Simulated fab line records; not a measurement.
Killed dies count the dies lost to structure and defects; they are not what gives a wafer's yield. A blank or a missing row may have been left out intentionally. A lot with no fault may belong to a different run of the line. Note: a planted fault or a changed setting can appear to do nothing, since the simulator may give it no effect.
Which tool is to blame? | flow sky130 | 7 lots (21 wafers sampled), 1 step of a 708-step route

== WHAT THE GAUGES READ, wafer by wafer ==
SKY_METAL3_OVL_MEAS_14.
lot  | measured     | on         | METAL3_OVL (nm)
L583 | day 39 19:32 | overlay-02 | 10 -4 9
L586 | day 40 17:55 | overlay-01 | 7 5 0
L592 | day 41 21:50 | overlay-02 | -14 -8 -3
L596 | day 43 05:15 | overlay-01 | -7 -3 -1
L598 | day 43 13:47 | overlay-02 | -3 -3 2
L600 | day 44 03:43 | overlay-01 | -5 8 0
L602 | day 44 11:20 | overlay-02 | 1 -5 3

== TOOL THAT RAN EACH LOT (tool first, then ch and the chambers of the sampled wafers, then the start) ==
There is no process step in the record ahead of these readings.

== THE ANSWER, worked out from the rows above alone ==
Rule: what is usual is taken from the lots themselves. The widest of any qualifying gaps counts: lots, ordered by their means at a reading, are off when they make up no more than a third of the lots, leave a main group of 4 or more, and stand apart from it by 3 or more times the standard deviation of that group's means. The tables above print the reading to a certain number of digits; a main group whose means all agree to those digits is not used. A lot without any number at a reading at which 4 lots or more have one is off too. Where the step has rows for the other lots, those lots are counted as sound.
Across all readings shown, no lot is off: no conclusion can be drawn from this.

== WHAT THE SIMULATOR PUT IN ==
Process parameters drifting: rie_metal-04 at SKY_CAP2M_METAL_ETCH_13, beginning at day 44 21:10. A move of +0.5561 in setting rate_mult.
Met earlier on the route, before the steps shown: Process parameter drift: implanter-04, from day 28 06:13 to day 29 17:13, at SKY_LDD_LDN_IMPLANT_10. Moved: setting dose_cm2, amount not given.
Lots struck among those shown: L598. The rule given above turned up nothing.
